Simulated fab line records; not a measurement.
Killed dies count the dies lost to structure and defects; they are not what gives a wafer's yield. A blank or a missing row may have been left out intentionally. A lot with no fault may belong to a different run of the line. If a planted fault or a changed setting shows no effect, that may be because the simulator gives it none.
fab line records	flow sky130
record: lots: 15	wafers: 45	last_day: 50
route steps=708 shown VIA1@471 VIA2@508
lots with no fault: from the same line, run without faults
start_h: the number of hours between the record's first day and the start of the first shown wafer of the lot	wait_h: hours from the lot's prior step to this one	" the same as in the row above	L1.1+2: several wafers, shown together as one row	- either no value or no given start	* or withheld: withheld	< > ~ a bound
route shown NAME@n: a module of which the file shows steps, and the number in the route of the first	usual: mean and standard deviation over wafers with no fault	same: alike in all rows	chamber/n: place in a boat	sites: readings site by site	_std_site: how widely they spread, as a standard deviation	_edge_site: mean of outer sites minus mean of inner sites	radius_mm: how far each site lies from the wafer's centre	mask NAME#n: copy n	behind: the last tool/chamber to shape the wafer	hold: what put the lot on hold/how long, in hours/how the hold closed	device: the transistor (n, p or np) that didn't switch	end of line: tests run on the same wafers once the route is complete	a step with no rows: only its recipe	killed: not the wafer's yield, but the dies lost to structure and defects at the first sort	map: the dies of a wafer, with x for killed, . for not killed, _ for no die there
set.NAME: setting as actually run; set.NAME@STEP: the setting as run at that earlier step	model.NAME: the simulator's own value behind a step, which no gauge read
route steps across a sampled set of lots; one table per step, one row per wafer
services: when a tool's chamber went out of use (start_h, in hours from the record's first day, below 0 if earlier), for how many hours, and the reason
== steps ==
step: SKY_VIA1_OVL_MEAS_13
usual: VIA1_OVL: 3/5.7
lot.wafer	tool	chamber	start_h	wait_h	VIA1_OVL[nm]
L491.1	overlay-01	-	794.78	0.1	6
L491.3	"	-	"	"	2
L491.5	"	-	"	"	-7
L493.1	overlay-01	-	816.42	0.1	5
L493.3	"	-	"	"	3
L493.5	"	-	"	"	-1
L492.3	overlay-02	-	817.87	0.1	-2
L492.4	"	-	"	"	4
L492.5	"	-	"	"	2
L495.2	overlay-01	-	825.51	0.1	10
L495.3	"	-	"	"	-3
L495.4	"	-	"	"	-1
L496.2	overlay-01	-	830.63	0.1	-1
L496.5	"	-	"	"	-4
L496.6	"	-	"	"	-10
L499.2	overlay-01	-	858.22	0.1	-2
L499.4	"	-	"	"	-3
L499.5	"	-	"	"	4
L500.4	overlay-02	-	859.20	0.1	-2
L500.5	"	-	"	"	3
L500.6	"	-	"	"	-7
L501.3	overlay-01	-	871.42	0.1	8
L501.4	"	-	"	"	8
L501.6	"	-	"	"	11
L502.3	overlay-02	-	881.02	0.1	8
L502.5	"	-	"	"	10
L502.6	"	-	"	"	5
L503.1	overlay-01	-	885.57	0.1	0
L503.4	"	-	"	"	6
L503.5	"	-	"	"	-6
L506.2	overlay-01	-	905.93	0.1	10
L506.3	"	-	"	"	8
L506.5	"	-	"	"	-1
L510.1	overlay-01	-	936.35	0.1	12
L510.3	"	-	"	"	3
L510.4	"	-	"	"	16
L511.1	overlay-02	-	936.88	0.1	0
L511.2	"	-	"	"	4
L511.4	"	-	"	"	7
L513.3	overlay-01	-	947.53	0.1	2
L513.5	"	-	"	"	-1
L513.6	"	-	"	"	11
L514.2	overlay-01	-	958.02	0.1	0
L514.4	"	-	"	"	2
L514.5	"	-	"	"	2
step: SKY_VIA1_ETCH_15
recipe: target: SiO2	chemistry: C4F8/O2/Ar	target_depth_nm: 351	stop_on: TiN	mask_material: KrF-thick	source_w: 1500	bias_w: 1200	pressure_mtorr: 40	c4f8_flow_sccm: withheld	O2_flow_sccm: 6	Ar_flow_sccm: 300	time_s: 54
usual: oes_product_au: 0.982/0.0058
lot.wafer	tool	chamber	start_h	wait_h	oes_product_au	rf_hours_counter_h
L491.1	rie_diel-01	0	794.86	0.0	0.996	24
L491.3	"	3	"	"	0.986	1
L491.5	"	1	"	"	0.985	-
L493.1	rie_diel-04	2	816.50	0.0	0.989	6
L493.3	"	3	"	"	0.984	14
L493.5	"	2	"	"	0.986	-
L492.3	rie_diel-02	1	817.93	0.0	0.983	15
L492.4	"	0	"	"	0.978	6
L492.5	"	2	"	"	0.984	-
L495.2	rie_diel-02	1	825.58	0.0	0.983	16
L495.3	"	0	"	"	0.980	7
L495.4	"	3	"	"	0.985	4
L496.2	rie_diel-02	1	830.71	0.0	0.987	16
L496.5	"	0	"	"	0.980	-
L496.6	"	3	"	"	0.984	-
L499.2	rie_diel-04	2	858.30	0.0	0.974	7
L499.4	"	3	"	"	0.982	16
L499.5	"	3	"	"	0.980	-
L500.4	rie_diel-02	1	859.26	0.0	0.992	16
L500.5	"	2	"	"	0.991	-
L500.6	"	1	"	"	0.978	-
L501.3	rie_diel-02	3	871.48	0.0	0.984	5
L501.4	"	1	"	"	0.987	17
L501.6	"	2	"	"	0.984	-
L502.3	rie_diel-01	3	881.08	0.0	0.972	4
L502.5	"	0	"	"	0.969	-
L502.6	"	1	"	"	0.978	-
L503.1	rie_diel-02	1	885.65	0.0	0.984	17
L503.4	"	0	"	"	0.979	-
L503.5	"	2	"	"	0.982	-
L506.2	rie_diel-04	3	906.01	0.0	0.987	17
L506.3	"	2	"	"	0.984	9
L506.5	"	3	"	"	0.980	-
L510.1	rie_diel-01	1	936.43	0.0	0.978	15
L510.3	"	2	"	"	0.979	19
L510.4	"	0	"	"	0.976	2
L511.1	rie_diel-02	2	936.96	0.0	0.983	14
L511.2	"	1	"	"	0.984	18
L511.4	"	3	"	"	0.987	7
L513.3	rie_diel-04	0	947.60	0.0	0.982	11
L513.5	"	3	"	"	0.981	-
L513.6	"	2	"	"	0.982	-
L514.2	rie_diel-02	3	958.10	0.0	0.979	7
L514.4	"	1	"	"	0.981	19
L514.5	"	0	"	"	0.984	-
step: SKY_VIA2_THK_MEAS_01
recipe: reads: SiO2_of_VIA2_HDPCVD_00
usual: VIA2_HDPCVD_THK: 1177/11
lot.wafer	tool	chamber	start_h	wait_h	VIA2_HDPCVD_THK[nm]
L491.1	film_metro-04	-	823.74	0.1	1163
L491.3	"	-	"	"	1168
L491.5	"	-	"	"	1166
L493.1	film_metro-04	-	845.58	0.1	1179
L493.3	"	-	"	"	1195
L493.5	"	-	"	"	1178
L492.3	film_metro-02	-	847.29	0.1	1201
L492.4	"	-	"	"	1189
L492.5	"	-	"	"	1194
L495.2	film_metro-01	-	854.65	0.1	1176
L495.3	"	-	"	"	1195
L495.4	"	-	"	"	1173
L496.2	film_metro-04	-	859.40	0.1	1166
L496.5	"	-	"	"	1173
L496.6	"	-	"	"	1179
L499.2	film_metro-01	-	885.94	0.1	1175
L499.4	"	-	"	"	1180
L499.5	"	-	"	"	1175
L500.4	film_metro-04	-	887.80	0.0	1181
L500.5	"	-	"	"	1168
L500.6	"	-	"	"	1178
L501.3	film_metro-02	-	899.25	0.1	1174
L501.4	"	-	"	"	1171
L501.6	"	-	"	"	1184
L502.3	film_metro-01	-	909.05	0.1	1183
L502.5	"	-	"	"	1195
L502.6	"	-	"	"	1192
L503.1	film_metro-02	-	913.99	0.1	1199
L503.4	"	-	"	"	1185
L503.5	"	-	"	"	1201
L506.2	film_metro-01	-	932.54	0.1	1154
L506.3	"	-	"	"	1165
L506.5	"	-	"	"	1152
L510.1	film_metro-01	-	963.48	0.1	1170
L510.3	"	-	"	"	1157
L510.4	"	-	"	"	1163
L511.1	film_metro-02	-	964.36	0.1	1184
L511.2	"	-	"	"	1183
L511.4	"	-	"	"	1179
L513.3	film_metro-04	-	974.66	0.1	1161
L513.5	"	-	"	"	1177
L513.6	"	-	"	"	1159
L514.2	film_metro-04	-	984.96	0.1	1196
L514.4	"	-	"	"	1182
L514.5	"	-	"	"	1183
step: SKY_VIA2_CMP_02
recipe: material: SiO2	down_force_psi: 4	platen_rpm: 60	pad_velocity_m_s: 0.94248
usual: edge_zone_pressure_frac: 1.000/0.005	head_pressure_psi: 4.001/0.0086	motor_current_A: 11.7/0.95
lot.wafer	tool	chamber	start_h	wait_h	edge_zone_pressure_frac	head_pressure_psi	motor_current_A
L491.1	cmp-02	2	823.90	0.1	0.991	4.010	11.9
L491.3	"	3	"	"	0.995	4.000	12.1
L491.5	"	0	"	"	1.008	4.010	13.0
L493.1	cmp-02	1	845.69	0.1	0.996	3.998	10.5
L493.3	"	3	"	"	1.005	3.990	10.8
L493.5	"	0	"	"	1.007	3.996	13.4
L492.4	cmp-02	0	847.38	0.1	1.005	4.020	12.3
L492.3	"	1	"	"	1.003	4.010	10.4
L492.5	"	3	"	"	1.003	3.996	10.6
L495.3	cmp-01	2	854.70	0.0	1.000	4.005	13.5
L495.4	"	0	"	"	0.999	3.978	11.5
L495.2	"	1	"	"	0.995	3.994	11.1
L496.2	cmp-02	1	859.55	0.1	0.992	3.998	10.8
L496.6	"	3	"	"	1.004	4.005	11.1
L496.5	"	0	"	"	0.996	4.000	12.2
L499.4	cmp-01	2	885.99	0.0	1.002	4.004	13.5
L499.2	"	3	"	"	0.992	4.005	10.9
L499.5	"	3	"	"	0.998	4.016	11.4
L500.4	cmp-01	3	887.83	0.0	0.994	4.003	12.0
L500.5	"	3	"	"	1.005	3.996	10.8
L500.6	"	0	"	"	1.001	4.006	11.8
L501.3	cmp-01	1	899.39	0.1	-	-	-
L501.4	"	2	"	"	-	-	-
L501.6	"	3	"	"	-	-	-
L502.3	cmp-01	1	909.14	0.1	-	-	-
L502.5	"	0	"	"	-	-	-
L502.6	"	1	"	"	-	-	-
L503.4	cmp-01	1	914.05	0.0	-	-	-
L503.1	"	0	"	"	-	-	-
L503.5	"	2	"	"	-	-	-
L506.2	cmp-01	3	932.69	0.1	1.000	3.998	10.8
L506.3	"	0	"	"	1.007	4.006	11.7
L506.5	"	2	"	"	0.995	3.994	13.5
L510.4	cmp-01	0	963.54	0.0	1.004	4.004	11.8
L510.3	"	2	"	"	0.998	4.015	12.9
L510.1	"	3	"	"	0.998	4.007	11.4
L511.4	cmp-02	1	964.42	0.0	1.002	4.003	10.3
L511.1	"	2	"	"	0.992	3.998	12.0
L511.2	"	3	"	"	0.994	4.010	11.2
L513.3	cmp-02	1	974.85	0.2	0.992	3.996	10.3
L513.6	"	2	"	"	0.995	3.999	12.4
L513.5	"	3	"	"	0.995	4.017	11.0
L514.4	cmp-01	2	985.01	0.0	0.991	3.997	13.3
L514.2	"	1	"	"	0.997	3.992	10.7
L514.5	"	3	"	"	1.000	4.001	11.6
step: SKY_VIA2_BOW_MEAS_03
recipe: mode: bow
usual: VIA2_BOW: 87/7.5
lot.wafer	tool	chamber	start_h	wait_h	VIA2_BOW[um]
L491.1	film_metro-04	-	824.10	0.1	89
L491.3	"	-	"	"	93
L491.5	"	-	"	"	82
L493.1	film_metro-01	-	845.94	0.2	85
L493.3	"	-	"	"	85
L493.5	"	-	"	"	91
L492.3	film_metro-04	-	847.67	0.2	82
L492.4	"	-	"	"	87
L492.5	"	-	"	"	70
L495.2	film_metro-04	-	855.02	0.1	83
L495.3	"	-	"	"	88
L495.4	"	-	"	"	84
L496.2	film_metro-04	-	859.77	0.2	102
L496.5	"	-	"	"	80
L496.6	"	-	"	"	88
L499.2	film_metro-04	-	886.31	0.2	81
L499.4	"	-	"	"	87
L499.5	"	-	"	"	101
L500.4	film_metro-04	-	888.19	0.3	85
L500.5	"	-	"	"	90
L500.6	"	-	"	"	87
L501.3	film_metro-02	-	899.63	0.2	116
L501.4	"	-	"	"	116
L501.6	"	-	"	"	128
L502.3	film_metro-02	-	909.43	0.2	123
L502.5	"	-	"	"	116
L502.6	"	-	"	"	98
L503.1	film_metro-04	-	914.35	0.1	108
L503.4	"	-	"	"	110
L503.5	"	-	"	"	126
L506.2	film_metro-04	-	932.91	0.2	85
L506.3	"	-	"	"	71
L506.5	"	-	"	"	93
L510.1	film_metro-02	-	963.84	0.1	92
L510.3	"	-	"	"	78
L510.4	"	-	"	"	92
L511.1	film_metro-01	-	964.72	0.2	82
L511.2	"	-	"	"	98
L511.4	"	-	"	"	79
L513.3	film_metro-01	-	975.08	0.2	85
L513.5	"	-	"	"	92
L513.6	"	-	"	"	86
L514.2	film_metro-02	-	985.33	0.1	89
L514.4	"	-	"	"	88
L514.5	"	-	"	"	85
step: SKY_VIA2_ETCH_15
recipe: target: SiO2	chemistry: C4F8/O2/Ar	target_depth_nm: 546	stop_on: TiN	mask_material: KrF-thick	source_w: 1500	bias_w: 1200	pressure_mtorr: 40	c4f8_flow_sccm: withheld	O2_flow_sccm: 6	Ar_flow_sccm: 300	time_s: 84
usual: oes_product_au: 0.940/0.0049
lot.wafer	tool	chamber	start_h	wait_h	oes_product_au
L491.1	rie_diel-01	3	850.71	0.0	0.943
L491.3	"	1	"	"	0.940
L491.5	"	0	"	"	0.943
L493.1	rie_diel-03	0	871.76	0.0	0.948
L493.3	"	1	"	"	0.932
L493.5	"	0	"	"	0.937
L492.3	rie_diel-03	3	873.60	0.0	0.944
L492.4	"	0	"	"	0.942
L492.5	"	1	"	"	0.941
L495.2	rie_diel-02	1	880.20	0.0	0.934
L495.3	"	3	"	"	0.945
L495.4	"	2	"	"	0.941
L496.2	rie_diel-01	2	885.07	0.0	0.940
L496.5	"	3	"	"	0.941
L496.6	"	0	"	"	0.946
L499.2	rie_diel-03	2	911.46	0.0	0.937
L499.4	"	3	"	"	0.940
L499.5	"	1	"	"	0.936
L500.4	rie_diel-02	3	913.36	0.0	0.942
L500.5	"	2	"	"	0.939
L500.6	"	1	"	"	0.940
L501.3	rie_diel-01	0	924.55	0.0	1.649
L501.4	"	2	"	"	1.642
L501.6	"	2	"	"	1.637
L502.3	rie_diel-03	3	933.77	0.0	1.616
L502.5	"	3	"	"	1.619
L502.6	"	2	"	"	1.635
L503.1	rie_diel-01	0	938.85	0.0	1.654
L503.4	"	2	"	"	1.634
L503.5	"	0	"	"	1.628
L506.2	rie_diel-03	0	957.37	0.0	0.938
L506.3	"	1	"	"	0.931
L506.5	"	3	"	"	0.935
L510.1	rie_diel-02	3	987.90	0.0	0.941
L510.3	"	2	"	"	0.933
L510.4	"	1	"	"	0.954
L511.1	rie_diel-01	0	988.47	0.0	0.944
L511.2	"	3	"	"	0.938
L511.4	"	1	"	"	0.943
L513.3	rie_diel-01	1	999.06	0.0	0.939
L513.5	"	1	"	"	0.943
L513.6	"	0	"	"	0.941
L514.2	rie_diel-01	0	1009.10	0.0	0.941
L514.4	"	1	"	"	0.932
L514.5	"	3	"	"	0.945
== services ==
tool	chamber	start_h	hours	kind
cmp-02	-	797.19	1.8	repair
cmp-01	-	797.56	1.1	repair
rie_diel-02	-	812.62	2.8	pm
rie_diel-04	1	815.87	11.8	repair
rie_diel-01	3	832.08	8.4	repair
rie_diel-04	-	840.35	2.5	repair
rie_diel-03	0	846.31	8.6	repair
rie_diel-01	0	860.49	-	clean
rie_diel-01	0	860.49	16.2	scheduled_down
rie_diel-01	0	860.49	16.2	vent_cycle
rie_diel-02	3	884.00	3.5	repair
rie_diel-03	3	894.44	9.1	repair
cmp-02	-	908.88	16.6	pm
cmp-01	-	916.59	4.0	pm
cmp-01	-	920.59	-	consumable_replace:conditioner
cmp-01	-	920.59	-	consumable_replace:pad
cmp-02	-	961.60	0.9	repair
cmp-01	-	967.18	5.5	pm
rie_diel-02	3	1001.10	8.3	repair
== key ==
first_sign: step: SKY_VIA2_CMP_02	reading: tool_record	direction: missing
effect: step: SKY_VIA2_BOW_MEAS_03	reading: VIA2_BOW	direction: up	sigmas: 3.9	usual: 87	struck: 116
effect: step: SKY_VIA2_ETCH_15	reading: oes_product_au	direction: up	sigmas: 99+	usual: 0.940	struck: 1.635
met_at SKY_VIA2_CMP_02
struck_lots L501,L502,L503
later_rows_left_out L501.3,L501.4,L501.6,L502.3,L502.5,L502.6,L503.1,L503.4,L503.5
sort_left_out L501.3,L501.4,L501.6,L502.3,L502.5,L502.6,L503.1,L503.4,L503.5
not_acting_at SKY_VIA1_OVL_MEAS_13,SKY_VIA1_ETCH_15,SKY_VIA2_THK_MEAS_01
onset_between 887.83 899.39
fault: kind: skipped_step_whole	tool: cmp-01	chamber: -	onset_h: 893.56	steps: SKY_VIA2_CMP_02	scope: struck_lots_only
sort_left_out: the simulated sort isn't trusted on such a fault, so these wafers' sort isn't shown, and their yield isn't known
later_rows_left_out: the simulator's readings of these wafers behind a module that went badly wrong aren't trusted and aren't shown, but for the sort
